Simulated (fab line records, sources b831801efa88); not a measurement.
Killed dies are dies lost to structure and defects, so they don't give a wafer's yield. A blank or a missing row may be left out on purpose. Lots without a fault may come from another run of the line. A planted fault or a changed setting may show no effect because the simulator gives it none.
A struck lot beside a sound one | flow sky130 | 24 steps out of a route of 708
Sound: wafers L106.1, L106.5, L106.6. Struck: wafers L113.2, L113.3, L113.6. The cause comes at the end.
At each step with rows: each side's tool, then ch and its chambers, then its first start. Under that, the readings that differ: sound wafers | struck wafers | difference of the means | sigmas: that difference in standard deviations of wafers without a fault.
alike: readings whose means differ by less than 2 such deviations, and words and numbers that are the same on both sides. not compared: withheld readings, readings that some wafer has no value for, bounds like >300 that may hide the same value, and numbers for which the record gives no deviation and whose values overlap.
The two part at a step that has a row with sigmas, a row that says differs or no value, or rows on one side only. Numbers that don't overlap but have no deviation are shown without sigmas and don't part them. A reading that every wafer of one side lacks parts them only if that side has two wafers or more.

SKY_VIA1_RS_MEAS_22: measures by four-point-probe.
  sound on film_metro-01, day 37 10:20; struck on film_metro-04, day 39 15:07
  alike: VIA1_W_RS
SKY_VIA1_THK_MEAS_23: measures by xrf.
  sound on film_metro-01, day 37 10:27; struck on film_metro-04, day 39 15:13
  reading         | sound       | struck      | difference | sigmas
  VIA1_W_THK (nm) | 267 266 269 | 277 276 276 | +9         | +2
then, 1 step without rows for these wafers: SKY_VIA1_CMP_24 (polishes, stops on SiO2, t overpolish 15 s, target thk 0 nm).
SKY_METAL2_SPUTTER_00: material Ti, target thk 15 nm, time 10 s.
  sound on pvd_sputter-03, day 37 10:49; struck on pvd_sputter-04, day 39 15:34
  alike: cathode_dc_power_W, chamber_pressure_pa, throttle_valve_pct
SKY_METAL2_SPUTTER_01: material TiN, target thk 20 nm, time 16.7 s.
  sound on pvd_sputter-03, day 37 10:50; struck on pvd_sputter-04, day 39 15:35
  alike: cathode_dc_power_W, chamber_pressure_pa, throttle_valve_pct
SKY_METAL2_SPUTTER_02: material AlCu, target thk 250 nm, time 13.3 s.
  sound on pvd_sputter-03, day 37 10:52; struck on pvd_sputter-04, day 39 15:37
  alike: cathode_dc_power_W, chamber_pressure_pa, throttle_valve_pct
then, 2 steps without rows for these wafers: SKY_METAL2_SPUTTER_03 (material Ti, target thk 5 nm, time 3.3 s); SKY_METAL2_SPUTTER_04 (material TiN, target thk 70 nm, time 58.3 s).
SKY_METAL2_RS_MEAS_05: measures by four-point-probe.
  sound on film_metro-01, day 37 10:57; struck on film_metro-01, day 39 15:43
  alike: METAL2_ALCU_RS
SKY_METAL2_THK_MEAS_06: measures by xrf.
  sound on film_metro-01, day 37 11:04; struck on film_metro-01, day 39 15:50
  alike: METAL2_ALCU_THK
then, 2 steps without rows for these wafers: SKY_METAL2_DEHYDRATE_07 (time 60 s); SKY_METAL2_HMDS_08 (prime time 60 s).
SKY_METAL2_COAT_09: resist thk 60 nm.
  sound on litho_track-02 ch 0, day 37 22:50; struck on litho_track-02 ch 0, day 40 03:19
  reading              | sound                | struck               | difference | sigmas
  spin_speed_rpm (rpm) | 2999.7 2997.2 2998.4 | 2738.5 2736.2 2738.9 | -260.6     | -99 or more
  alike: exhaust_pa
then, 5 steps without rows for these wafers: SKY_METAL2_COAT_10 (resist thk 450 nm); SKY_METAL2_SOFTBAKE_11 (time 90 s); SKY_METAL2_EXPOSE_12 (exposes mask MM2, target cd 140 nm); SKY_METAL2_PEB_13; SKY_METAL2_DEVELOP_14 (develop time 60 s).
SKY_METAL2_CD_MEAS_15: target cd 140 nm.
  sound on cd_sem-02, day 38 12:47; struck on cd_sem-02, day 40 16:24
  alike: cd_nm
SKY_METAL2_OVL_MEAS_16:
  sound on overlay-02, day 38 12:54; struck on overlay-01, day 40 16:31
  alike: METAL2_OVL
SKY_METAL2_DESCUM_17: chemistry O2, time 8 s.
  sound on rie_metal-01 ch 0,1, day 38 12:56; struck on rie_metal-03 ch 0,1, day 40 16:32
  alike: drypump_motor_current_A, oes_product_au
  not compared: rf_hours_counter_h
SKY_METAL2_ETCH_18: etches BARC in N2/H2, stops on SiO2, time 45.9 s, target depth 60 nm.
  sound on rie_metal-01 ch 0,1, day 38 12:58; struck on rie_metal-03 ch 0,1, day 40 16:34
  reading                  | sound             | struck            | difference | sigmas
  oes_product_au (a.u.)    | 0.862 0.843 0.847 | 0.876 0.876 0.869 | +0.023     | +5
  model.etch.depth_nm (nm) | 59.74 59.73 59.72 | 62.6 62.65 62.45  | +2.8       |
  alike: drypump_motor_current_A, n2_flow_sccm, throttle_valve_pct
  not compared: rf_hours_counter_h
SKY_METAL2_METAL_ETCH_19: etches the open film in Cl2/BCl3, stops on SiO2, target depth 360 nm, time 78 s.
  sound on rie_metal-01 ch 0,1, day 38 13:02; struck on rie_metal-03 ch 0,1, day 40 16:38
  alike: drypump_motor_current_A, oes_product_au, throttle_valve_pct
  not compared: rf_hours_counter_h
-- the record jumps here: 9 days lie between the struck wafers' starts before and after (it left off in module METAL2 and takes up again in module PAD_OPEN, whose first step shown is number 708 of the route) --
SKY_PAD_OPEN_PROBE_99:
  the record has rows for the struck wafers here (prober-01, day 49 23:43) and none for the sound ones

WHERE THEY PART
First at SKY_VIA1_THK_MEAS_23; last, within this record, at SKY_PAD_OPEN_PROBE_99.

WHY: what the simulator had put in
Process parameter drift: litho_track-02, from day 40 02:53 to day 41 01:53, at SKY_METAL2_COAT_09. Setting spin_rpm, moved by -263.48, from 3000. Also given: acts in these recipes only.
